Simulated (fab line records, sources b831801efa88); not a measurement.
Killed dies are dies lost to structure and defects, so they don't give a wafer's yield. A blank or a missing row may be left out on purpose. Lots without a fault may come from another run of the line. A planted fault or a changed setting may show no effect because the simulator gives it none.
fab line records | flow sky130
record lots=5 wafers=15 last_day=50
route steps=708 shown POLY_GATE@219 LDD_N@237 LDD_P@255 PAD_OPEN@708
lots that met no fault: from a run of the same line without faults
start_h: hours from the record's first day to the start of the lot's first wafer shown | wait_h: hours since the lot's step before | " the same as in the row above | L1.1+2: a row that stands for several wafers | - no value, or no start given | * or withheld: withheld | < > ~ a bound
route shown NAME@n: a module of which the file shows steps, and the number in the route of the first | usual: mean/standard deviation of fault-free wafers | same: alike in all rows | chamber/n: place in a boat | sites: the reading at each site | _std_site: their standard deviation | _edge_site: outer sites' mean less inner sites' | radius_mm: how far each site lies from the wafer's centre | mask NAME#n: copy n | behind: the tool/chamber that last shaped the wafer | hold: why the lot was held/for how many hours/how that ended | device: the transistor (n, p or np) that didn't switch | end of line: the same wafers' tests at the end of the route | a step without rows: its recipe alone | killed: dies lost to structure and defects at the first sort, not the wafer's yield | map: a wafer's dies, x killed, . not, _ none there
set.NAME: the setting as run; set.NAME@STEP: as run at that earlier step | model.NAME: the simulator's own value behind a step, which no gauge read
lots at some steps of the route; a table a step, a row a wafer
services: from which hour (start_h, from the record's first day; less than 0 if before it) a tool's chamber was out of use, for how many hours, and why
## steps
# step SKY_POLY_GATE_DEHYDRATE_05
# recipe temp_c=200 time_s=60
# step SKY_POLY_GATE_HMDS_06
# recipe prime_time_s=60 prime_temp_c=120
# step SKY_POLY_GATE_COAT_07
# recipe resist=BARC temp_c=withheld time_s=withheld spin_rpm=3000 resist_thk_nm=110
# step SKY_POLY_GATE_COAT_08
# recipe resist=KrF-thick spin_rpm=3000 resist_thk_nm=450
# step SKY_POLY_GATE_SOFTBAKE_09
# recipe temp_c=100 time_s=90 resist=KrF-thick
# step SKY_POLY_GATE_EXPOSE_10
# recipe mask_id=P1M na=0.68 source_shape=conventional sigma_outer=0.6 target_cd_nm=150 dose_mj=28
# step SKY_POLY_GATE_PEB_11
# recipe peb_temp_c=withheld peb_time_s=withheld resist=KrF-thick
# step SKY_POLY_GATE_DEVELOP_12
# recipe develop_time_s=60 resist=KrF-thick dev_temp_c=21
# step SKY_POLY_GATE_CD_MEAS_13
# recipe target_cd_nm=150
# usual cd_nm=150.0/1.3
# columns lot.wafer tool chamber start_h wait_h cd_nm
L821.2 cd_sem-01 - 395.26 - 149.8
L821.3 " - " " 147.7
L821.6 " - " " 150.5
L822.1 cd_sem-01 - 395.58 - 151.3
L822.3 " - " " 150.5
L822.4 " - " " 150.6
L830.2 cd_sem-01 - 467.15 - 149.2
L830.3 " - " " 149.9
L830.4 " - " " 150.1
L837.1 cd_sem-02 - 526.78 - 150.7
L837.3 " - " " 152.5
L837.4 " - " " 151.0
L840.1 cd_sem-02 - 570.58 - 149.2
L840.3 " - " " 147.8
L840.4 " - " " 148.7
# step SKY_POLY_GATE_OVL_MEAS_14
# usual POLY_GATE_OVL=3/5
# columns lot.wafer tool chamber start_h wait_h POLY_GATE_OVL[nm]
L821.2 overlay-01 - 395.36 0.1 0
L821.3 " - " " 7
L821.6 " - " " 4
L822.1 overlay-01 - 395.70 0.1 -5
L822.3 " - " " -4
L822.4 " - " " -1
L830.2 overlay-01 - 467.26 0.1 8
L830.3 " - " " 3
L830.4 " - " " 4
L837.1 overlay-02 - 526.90 0.1 5
L837.3 " - " " 6
L837.4 " - " " 6
L840.1 overlay-01 - 570.70 0.1 -1
L840.3 " - " " 0
L840.4 " - " " -2
# step SKY_POLY_GATE_ETCH_15
# recipe chemistry=N2/H2 target=BARC ion_energy_ev=200 source_w=500 bias_w=100 pressure_mtorr=30 n2_flow_sccm=100 h2_flow_sccm=200 stop_on=SiO2 time_s=118.5 target_depth_a=1100
# usual drypump_motor_current_A=5.7/0.33 oes_product_au=0.717/0.0047 throttle_valve_pct=13.212/0.0096
# columns lot.wafer tool chamber start_h wait_h drypump_motor_current_A oes_product_au rf_hours_counter_h throttle_valve_pct
L821.2 rie_diel-02 1 395.39 0.0 5.7 0.718 7 13.196
L821.3 " 3 " " 5.3 0.720 40 13.210
L821.6 " 3 " " 5.3 0.717 - 13.207
L822.1 rie_diel-01 1 395.74 0.0 5.1 0.720 104 13.224
L822.3 " 0 " " 5.5 0.714 110 13.213
L822.4 " 3 " " 5.7 0.722 98 13.213
L830.2 rie_diel-02 0 467.29 0.0 5.5 0.717 19 13.216
L830.3 " 1 " " 5.7 0.723 9 13.220
L830.4 " 3 " " 5.3 0.721 42 13.200
L837.1 rie_diel-01 3 526.94 0.0 5.7 0.711 1 13.222
L837.3 " 2 " " 6.2 0.716 16 13.214
L837.4 " 1 " " 5.2 0.714 1 13.210
L840.1 rie_diel-02 2 570.74 0.0 6.0 0.713 8 13.202
L840.3 " 0 " " 5.5 0.719 21 13.214
L840.4 " 1 " " 5.7 0.720 11 13.206
# step SKY_POLY_GATE_ETCH_16
# recipe stop_on=poly-Si chemistry=CH3F/O2 target=Si3N4 source_w=400 bias_w=80 pressure_mtorr=25 ch3f_flow_sccm=40 O2_flow_sccm=30 time_s=147.5 target_depth_a=750
# usual drypump_motor_current_A=5.6/0.33 oes_product_au=0.640/0.0052 throttle_valve_pct=10.536/0.0091
# columns lot.wafer tool chamber start_h wait_h drypump_motor_current_A oes_product_au rf_hours_counter_h throttle_valve_pct
L821.2 rie_diel-02 1 395.47 0.0 5.7 0.637 7 10.551
L821.3 " 3 " " 5.3 0.639 40 10.529
L821.6 " 3 " " 5.2 0.646 - 10.533
L822.1 rie_diel-01 1 395.82 0.0 5.1 0.633 104 10.529
L822.3 " 0 " " 5.5 0.642 110 10.535
L822.4 " 3 " " 5.7 0.638 98 10.516
L830.2 rie_diel-02 0 467.37 0.0 5.5 0.643 20 10.521
L830.3 " 1 " " 5.7 0.644 9 10.556
L830.4 " 3 " " 5.2 0.637 42 10.542
L837.1 rie_diel-01 3 527.02 0.0 5.7 0.649 1 10.546
L837.3 " 2 " " 6.1 0.643 16 10.541
L837.4 " 1 " " 5.1 0.634 1 10.532
L840.1 rie_diel-02 2 570.82 0.0 5.9 0.652 8 10.543
L840.3 " 0 " " 5.5 0.643 21 10.550
L840.4 " 1 " " 5.7 0.638 11 10.545
# step SKY_POLY_GATE_ETCH_17
# recipe target_depth_nm=180 stop_on=SiO2 over_etch_frac=0.56667 chemistry=HBr/Cl2 target=poly-Si icp_w=400 bias_w=100 pressure_mtorr=10 HBr_flow_sccm=150 Cl2_flow_sccm=50 time_s=70.5
# usual drypump_motor_current_A=6.0/0.34 oes_product_au=0.985/0.0056 throttle_valve_pct=33.684/0.0099
# columns lot.wafer tool chamber start_h wait_h drypump_motor_current_A oes_product_au rf_hours_counter_h throttle_valve_pct
L821.2 rie_si-02 3 395.57 0.0 6.0 0.985 69 33.682
L821.3 " 0 " " 6.2 0.994 16 33.675
L821.6 " 1 " " 5.5 0.988 - 33.691
L822.1 rie_si-02 1 395.92 0.0 5.5 0.989 6 33.696
L822.3 " 3 " " 6.0 0.979 69 33.692
L822.4 " 3 " " 6.0 0.983 - 33.676
L830.2 rie_si-01 3 467.47 0.0 6.5 0.989 2 33.688
L830.3 " 2 " " 5.6 0.976 24 33.676
L830.4 " 0 " " 6.0 0.988 0 33.686
L837.1 rie_si-02 1 527.12 0.0 5.5 0.985 7 33.684
L837.3 " 0 " " 6.3 0.989 17 33.689
L837.4 " 3 " " 6.0 0.984 0 33.692
L840.1 rie_si-01 2 570.92 0.0 5.6 0.979 24 33.686
L840.3 " 1 " " 6.3 0.986 0 33.662
L840.4 " 3 " " 6.6 0.991 2 33.680
# step SKY_POLY_GATE_STRIP_18
# recipe chemistry=O2/N2 power_w=1400 pressure_mtorr=1500 platen_temp_c=withheld o2_flow_sccm=3000 n2_flow_sccm=300 overash_fraction=0.5
# usual drypump_motor_current_A=5.7/0.39 oes_product_au=0.361/0.0041 strip_time_to_endpoint_s=3.16/0.03
# columns lot.wafer tool chamber start_h wait_h drypump_motor_current_A oes_product_au rf_hours_counter_h strip_time_to_endpoint_s
L821.2 plasma_asher-04 1 395.63 0.0 5.8 0.360 71 3.20
L821.3 " 0 " " 5.7 0.359 - 3.21
L821.6 " 1 " " 5.7 0.370 - 3.23
L822.1 plasma_asher-03 1 395.98 0.0 5.2 0.358 59 3.09
L822.3 " 0 " " 6.2 0.364 - 3.15
L822.4 " 1 " " 5.1 0.356 - 3.13
L830.2 plasma_asher-04 0 467.53 0.0 5.7 0.363 3 3.18
L830.3 " 1 " " 5.7 0.362 - 3.19
L830.4 " 0 " " 5.7 0.359 - 3.17
L837.1 plasma_asher-03 1 527.18 0.0 5.2 0.368 72 3.15
L837.3 " 1 " " 5.2 0.355 - 3.15
L837.4 " 0 " " 6.2 0.365 - 3.16
L840.1 plasma_asher-03 1 570.98 0.0 5.2 0.362 77 3.20
L840.3 " 1 " " 5.2 0.369 - 3.20
L840.4 " 0 " " 6.2 0.364 - 3.19
# step SKY_POLY_GATE_CLEAN_19
# recipe chemistry=SC1/SC2 mix=1:4:20 temp_c=70 time_s=150 dry=n2_spin
# step SKY_POLY_GATE_OXIDATION_20
# recipe temp_c=850 ambient=O2 stabilise_s=600 purge_s=300 target_thk_a=40 ox_time_s=899
# step SKY_POLY_GATE_THK_MEAS_21
# recipe reads=SiO2_of_POLY_GATE_OXIDATION_20
# usual POLY_GATE_OXIDATION_THK=4.02/0.087
# columns lot.wafer tool chamber start_h wait_h POLY_GATE_OXIDATION_THK[nm]
L822.1 film_metro-01 - 398.28 0.0 3.93
L822.3 " - " " 3.92
L822.4 " - " " 3.95
L821.2 film_metro-03 - 398.29 0.0 3.99
L821.3 " - " " 3.92
L821.6 " - " " 3.94
L830.2 film_metro-04 - 469.91 0.0 4.09
L830.3 " - " " 3.99
L830.4 " - " " 4.03
L837.1 film_metro-01 - 529.02 0.0 3.98
L837.3 " - " " 3.97
L837.4 " - " " 3.98
L840.1 film_metro-01 - 572.37 0.0 4.00
L840.3 " - " " 4.03
L840.4 " - " " 4.08
# step SKY_POLY_GATE_CD_MEAS_22
# usual cd_nm=150.0/1.8
# columns lot.wafer tool chamber start_h wait_h cd_nm
L821.2 cd_sem-01 - 398.37 0.1 148.7
L821.3 " - " " 144.2
L821.6 " - " " 147.7
L822.1 cd_sem-01 - 398.51 0.2 153.4
L822.3 " - " " 150.0
L822.4 " - " " 154.1
L830.2 cd_sem-02 - 469.99 0.1 151.2
L830.3 " - " " 151.7
L830.4 " - " " 151.6
L837.1 cd_sem-01 - 529.08 0.1 151.7
L837.3 " - " " 153.7
L837.4 " - " " 150.3
L840.1 cd_sem-01 - 572.43 0.1 148.0
L840.3 " - " " 149.2
L840.4 " - " " 149.2
# step SKY_LDD_N_DEHYDRATE_00
# recipe temp_c=200 time_s=60
# step SKY_LDD_N_HMDS_01
# recipe prime_time_s=60 prime_temp_c=120
# step SKY_LDD_N_COAT_02
# recipe resist=NOVOLAK spin_rpm=3000 resist_thk_nm=300
# step SKY_LDD_N_SOFTBAKE_03
# recipe temp_c=90 time_s=60 resist=NOVOLAK
# step SKY_LDD_N_EXPOSE_04
# recipe mask_id=NTM target_cd_nm=840 na=0.6 source_shape=conventional sigma_outer=0.6 dose_mj=110
# step SKY_LDD_N_PEB_05
# recipe temp_c=withheld time_s=* resist=NOVOLAK
# step SKY_LDD_N_DEVELOP_06
# recipe develop_time_s=60 dev_temp_c=23
# step SKY_LDD_N_OVL_MEAS_07
# usual LDD_N_OVL=0.3/1.4
# columns lot.wafer tool chamber start_h wait_h LDD_N_OVL[nm]
L821.2 overlay-01 - 428.73 0.1 -0.4
L821.3 " - " " 0.9
L821.6 " - " " -0.2
L822.1 overlay-01 - 429.68 0.1 0.4
L822.3 " - " " 0.5
L822.4 " - " " 2.6
L830.2 overlay-02 - 499.58 0.1 -0.9
L830.3 " - " " -0.4
L830.4 " - " " -1.1
L837.1 overlay-02 - 558.83 0.1 1.6
L837.3 " - " " 2.8
L837.4 " - " " 1.3
L840.1 overlay-02 - 601.43 0.1 -1.8
L840.3 " - " " 0.4
L840.4 " - " " 1.1
# step SKY_LDD_N_IMPLANT_08
# recipe species=As energy_kev=20 dose_cm2=7.5e+13 tilt_deg=withheld rotation_deg=23
# step SKY_LDD_N_IMPLANT_09
# recipe species=As energy_kev=20 dose_cm2=7.5e+13 tilt_deg=withheld rotation_deg=113
# step SKY_LDD_N_IMPLANT_10
# recipe species=As energy_kev=20 dose_cm2=7.5e+13 tilt_deg=withheld rotation_deg=203
# step SKY_LDD_N_IMPLANT_11
# recipe species=As energy_kev=20 dose_cm2=7.5e+13 tilt_deg=withheld rotation_deg=293
# step SKY_LDD_N_IMPLANT_12
# recipe species=BF2 energy_kev=50 dose_cm2=5e+12 tilt_deg=30 rotation_deg=0
# step SKY_LDD_N_IMPLANT_13
# recipe species=BF2 energy_kev=50 dose_cm2=5e+12 tilt_deg=30 rotation_deg=90
# step SKY_LDD_N_IMPLANT_14
# recipe species=BF2 energy_kev=50 dose_cm2=5e+12 tilt_deg=30 rotation_deg=180
# step SKY_LDD_N_IMPLANT_15
# recipe species=BF2 energy_kev=50 dose_cm2=5e+12 tilt_deg=30 rotation_deg=270
# step SKY_LDD_N_STRIP_16
# recipe chemistry=O2/N2 power_w=1400 pressure_mtorr=1500 platen_temp_c=withheld o2_flow_sccm=3000 n2_flow_sccm=300 overash_fraction=0.5
# usual drypump_motor_current_A=5.7/0.39 oes_product_au=0.406/0.0047 strip_time_to_endpoint_s=4.308/0.015
# columns lot.wafer tool chamber start_h wait_h drypump_motor_current_A oes_product_au rf_hours_counter_h strip_time_to_endpoint_s
L821.2 plasma_asher-01 1 429.96 0.1 5.9 0.411 71 4.314
L821.3 " 1 " " 5.9 0.409 - 4.319
L821.6 " 1 " " 5.9 0.408 - 4.336
L822.1 plasma_asher-03 1 430.92 0.1 5.2 0.406 63 4.324
L822.3 " 1 " " 5.2 0.401 - 4.314
L822.4 " 0 " " 6.2 0.403 - 4.315
L830.2 plasma_asher-01 1 500.81 0.1 5.9 0.407 78 4.315
L830.3 " 0 " " 5.7 0.409 - 4.280
L830.4 " 1 " " 5.9 0.407 - 4.286
L837.1 plasma_asher-03 1 560.07 0.1 5.2 0.403 76 4.285
L837.3 " 0 " " 6.2 0.406 - 4.297
L837.4 " 1 " " 5.2 0.400 - 4.301
L840.1 plasma_asher-01 0 602.67 0.1 5.7 0.408 87 4.290
L840.3 " 0 " " 5.7 0.404 - 4.315
L840.4 " 1 " " 5.9 0.401 - 4.295
# step SKY_LDD_N_TW_MEAS_17
# usual LDD_N_TW=2609/13
# columns lot.wafer tool chamber start_h wait_h LDD_N_TW
L821.2 film_metro-04 - 430.07 0.1 2614
L821.3 " - " " 2608
L821.6 " - " " 2598
L822.1 film_metro-01 - 431.02 0.1 2620
L822.3 " - " " 2620
L822.4 " - " " 2629
L830.2 film_metro-02 - 500.92 0.1 2612
L830.3 " - " " 2617
L830.4 " - " " 2613
L837.1 film_metro-02 - 560.17 0.1 2615
L837.3 " - " " 2614
L837.4 " - " " 2623
L840.1 film_metro-01 - 602.77 0.1 2633
L840.3 " - " " 2627
L840.4 " - " " 2630
# step SKY_LDD_P_DEHYDRATE_00
# recipe temp_c=200 time_s=60
# step SKY_LDD_P_HMDS_01
# recipe prime_time_s=60 prime_temp_c=120
# step SKY_LDD_P_COAT_02
# recipe resist=NOVOLAK spin_rpm=3000 resist_thk_nm=1140
# step SKY_LDD_P_SOFTBAKE_03
# recipe temp_c=90 time_s=60 resist=NOVOLAK
# step SKY_LDD_P_EXPOSE_04
# recipe mask_id=PSDM na=0.6 source_shape=conventional sigma_outer=0.6 polarization=unpolarized target_cd_nm=380 dose_mj=138
# step SKY_LDD_P_PEB_05
# recipe temp_c=withheld time_s=* resist=NOVOLAK
# step SKY_PAD_OPEN_PROBE_99
# usual killed_at_M0_to_M3=44/7.2 killed_at_M4_up=3.1/1.7 killed_at_contacts=25/5.1 killed_at_front_end=14/4.6 killed_at_other=0.3/0.59 killed_dies=86/9.6 killed_open=47/7.4 killed_short=39/6
# same gross_dies=492 killed_at_back_side=0
# columns lot.wafer tool chamber start_h wait_h hold killed_at_M0_to_M3 killed_at_M4_up killed_at_contacts killed_at_front_end killed_at_other killed_dies killed_open killed_short
L821.2 prober-01 - 1087.26 0.1 - 46 3 27 17 0 93 45 48
L821.3 prober-01 - 1087.31 0.2 - 36 5 24 20 1 86 50 36
L821.6 prober-01 - 1087.46 0.2 - 38 3 19 11 1 72 45 27
L822.1 prober-01 - 1089.60 0.1 - 42 4 22 10 1 79 38 41
L822.3 prober-01 - 1089.70 0.2 - 48 3 18 10 0 79 43 36
L822.4 prober-01 - 1089.75 0.2 - 41 8 23 13 2 87 47 40
L830.2 prober-02 - 1140.18 0.1 await_dispo/3.3h/release 66 3 16 15 0 100 56 44
L830.3 prober-02 - 1140.23 0.2 await_dispo/3.3h/release 43 3 33 14 0 93 46 47
L830.4 prober-02 - 1140.28 0.2 await_dispo/3.3h/release 55 3 18 58 0 134 56 34
L837.1 prober-01 - 1171.69 0.1 - 43 8 20 11 0 82 42 40
L837.3 prober-01 - 1171.79 0.2 - 35 6 13 7 0 61 28 33
L837.4 prober-01 - 1171.84 0.2 - 48 4 21 9 0 82 41 41
L840.1 prober-01 - 1195.96 0.1 - 36 5 25 8 0 74 47 27
L840.3 prober-01 - 1196.06 0.2 - 46 4 28 8 0 86 43 43
L840.4 prober-01 - 1196.11 0.2 - 32 4 28 9 0 73 35 38
# killed by level:class
L821.2 VIA1:geometric_particle:open=11 FIELD_ISO:geometric_particle:open=7 METAL1:geometric_particle:short=7 VIA3:geometric_particle:open=6 LOCAL_INTERCONNECT:geometric_particle:short=6 CONTACT:geometric_particle:open=6 CONTACT:geometric_particle:short=5 LI_CONTACT:geometric_particle:open=5
L821.3 VIA1:geometric_particle:open=12 POLY_GATE:geometric_particle:open=7 LI_CONTACT:geometric_particle:open=6 LOCAL_INTERCONNECT:geometric_particle:short=6 VIA3:geometric_particle:open=6 METAL1:geometric_particle:short=5 CONTACT:geometric_particle:short=5 CONTACT:geometric_particle:open=5
L821.6 VIA2:geometric_particle:open=9 CONTACT:geometric_particle:open=8 VIA1:geometric_particle:open=7 VIA2:geometric_particle:short=5 POLY_GATE:geometric_particle:open=4 LI_CONTACT:geometric_particle:open=4 VIA1:geometric_particle:short=4 FIELD_ISO:geometric_particle:short=3
L822.1 VIA1:geometric_particle:open=9 METAL1:geometric_particle:short=9 METAL2:geometric_particle:short=8 LI_CONTACT:geometric_particle:open=6 LOCAL_INTERCONNECT:geometric_particle:short=6 VIA3:geometric_particle:open=5 FIELD_ISO:geometric_particle:open=4 CONTACT:geometric_particle:open=4
L822.3 VIA1:geometric_particle:open=10 LOCAL_INTERCONNECT:geometric_particle:short=7 VIA3:geometric_particle:open=7 VIA2:geometric_particle:open=7 CONTACT:geometric_particle:open=6 METAL3:geometric_particle:short=5 METAL2:geometric_particle:short=5 FIELD_ISO:geometric_particle:open=4
L822.4 VIA3:geometric_particle:open=11 CONTACT:geometric_particle:open=8 VIA1:geometric_particle:open=7 LOCAL_INTERCONNECT:geometric_particle:short=6 METAL4:geometric_particle:short=6 FIELD_ISO:geometric_particle:open=4 POLY_CUT:geometric_particle:open=4 LI_CONTACT:geometric_particle:open=4
L830.2 VIA1:geometric_particle:open=12 VIA2:geometric_particle:open=11 VIA3:geometric_particle:open=10 METAL2:geometric_particle:short=10 METAL1:geometric_particle:short=7 POLY_GATE:geometric_particle:open=6 VIA1:geometric_particle:short=6 CONTACT:geometric_particle:open=5
L830.3 CONTACT:geometric_particle:open=11 LI_CONTACT:geometric_particle:open=10 METAL2:geometric_particle:short=8 METAL1:geometric_particle:short=7 VIA1:geometric_particle:open=7 CONTACT:geometric_particle:short=7 VIA1:geometric_particle:short=6 VIA2:geometric_particle:open=6
L830.4 POLY_GATE:unspecified=44 VIA1:geometric_particle:open=18 METAL2:geometric_particle:short=9 CONTACT:geometric_particle:open=7 VIA3:geometric_particle:open=7 VIA2:geometric_particle:open=6 FIELD_ISO:geometric_particle:open=4 METAL1:geometric_particle:short=4
L837.1 CONTACT:geometric_particle:open=10 VIA1:geometric_particle:short=10 VIA1:geometric_particle:open=9 METAL4:geometric_particle:short=7 VIA3:geometric_particle:open=6 VIA2:geometric_particle:open=6 FIELD_ISO:geometric_particle:short=3 LI_CONTACT:geometric_particle:short=3
L837.3 VIA1:geometric_particle:open=9 VIA2:geometric_particle:open=7 METAL4:geometric_particle:short=6 POLY_GATE:geometric_particle:short=5 LI_CONTACT:geometric_particle:open=4 VIA1:geometric_particle:short=4 CONTACT:geometric_particle:open=3 VIA3:geometric_particle:short=3
L837.4 METAL1:geometric_particle:short=11 LI_CONTACT:geometric_particle:open=9 VIA2:geometric_particle:open=7 VIA3:geometric_particle:open=6 CONTACT:geometric_particle:open=6 POLY_GATE:geometric_particle:open=5 METAL2:geometric_particle:short=5 LOCAL_INTERCONNECT:geometric_particle:short=4
L840.1 LI_CONTACT:geometric_particle:open=13 VIA2:geometric_particle:open=7 VIA1:geometric_particle:open=7 VIA3:geometric_particle:open=6 CONTACT:geometric_particle:open=5 METAL1:geometric_particle:short=4 VIA1:geometric_particle:short=4 POLY_GATE:geometric_particle:short=3
L840.3 VIA2:geometric_particle:open=10 LI_CONTACT:geometric_particle:open=10 VIA1:geometric_particle:open=10 CONTACT:geometric_particle:open=8 VIA1:geometric_particle:short=6 METAL2:geometric_particle:short=6 LI_CONTACT:geometric_particle:short=5 VIA3:geometric_particle:short=5
L840.4 LI_CONTACT:geometric_particle:open=11 VIA1:geometric_particle:open=8 LOCAL_INTERCONNECT:geometric_particle:short=7 METAL1:geometric_particle:short=6 CONTACT:geometric_particle:short=5 VIA2:geometric_particle:open=5 VIA3:geometric_particle:open=4 METAL4:geometric_particle:short=4
# map L830.4 (x killed, . not)
__________xxxxxxx..._________
________xxxxxxxxx...x._______
______.xxxxxxxxxx.xx.x.._____
_____x.xxxxxxxxxx........____
____..xx.xxxxxxx..x...xxx.___
___.....x.x..xx........x...__
__x.x......x.x....x........x_
_.x..x..x........x.xx...x....
_x...x.......xx......x...xx..
_.x..x.x.....x...........x...
_.x.....x.x..............x...
_x......xx...................
_...............x.....x......
_...x...x........x.....xx....
_x.x.x..x..x.x....x..........
__............xx.....x..x..._
___..........xxx.x......x..__
____.....xx.....x.x....x.x___
_____......x.x....x..x...____
______.x.....x.x........_____
________.........x..x._______
__________.x.x.x.xx._________
# map L840.3 (x killed, . not)
__________.....xx..._________
________.............._______
______..x..............._____
_____.xxx..xx........x..x____
____........x.............___
___........x...............__
__....xxx.......xx.....x...._
_..x....xx..........x......x.
_.x.xx...............xxxx...x
_..x.xx...x.......x...x.x....
_............................
_.......x.x..x..........x....
_x.x...x.......x.......xx.x..
_.....x.........x...........x
_......x.x........xx.x......x
__..x.x...x..x.............x_
___.x.x..x...x....xxx.xx...__
____xx.......x.......x.x.x___
_____...x..x.........x...____
______........xx........_____
________..x........x.._______
__________.......x.._________
## services
# columns tool chamber start_h hours kind
rie_diel-01 - 379.11 1.5 repair
rie_si-02 3 397.24 7.8 repair
rie_diel-01 0 404.22 - clean
rie_diel-01 0 404.22 11.2 scheduled_down
rie_diel-01 0 404.22 11.2 vent_cycle
plasma_asher-04 - 421.25 9.0 pm
rie_diel-02 0 423.72 12.7 repair
rie_diel-01 1 436.46 - clean
rie_diel-01 1 436.46 24.0 scheduled_down
rie_diel-01 1 436.46 24.0 vent_cycle
plasma_asher-03 - 438.32 1.3 repair
rie_diel-02 2 469.74 5.8 repair
rie_diel-02 - 478.34 1.3 repair
rie_si-02 1 496.47 5.8 repair
rie_diel-02 - 507.25 0.8 repair
rie_diel-02 0 507.83 29.6 repair
rie_si-01 3 516.76 9.3 repair
plasma_asher-04 - 540.27 14.6 pm
plasma_asher-04 - 563.47 2.8 pm
plasma_asher-01 - 567.95 15.6 pm
plasma_asher-03 - 568.30 0.4 repair
rie_diel-02 - 568.81 0.3 repair
rie_diel-02 2 578.01 3.8 repair
rie_diel-01 2 598.48 12.2 repair
## key
first_sign step=SKY_PAD_OPEN_PROBE_99 reading=killed_at_front_end direction=up sigmas=9.5 usual=14 struck=58
effect step=SKY_PAD_OPEN_PROBE_99 reading=killed_dies direction=up sigmas=5 usual=86 struck=134
met_at SKY_POLY_GATE_ETCH_17
struck_wafers L830.4
tester_left_out L830
fault kind=chamber_particle_source tool=rie_si-01 chamber=0 onset_h=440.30 steps=SKY_POLY_GATE_ETCH_17 rate_per_visit_cm2=1.1495 end_h=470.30
# tester_left_out: of these lots the tester's yield and bins aren't shown, on N5 and GAA mostly nor the transistor test; their killed dies are dies lost to structure and defects alone, not to doping, threshold or leakage, so they don't give the yield
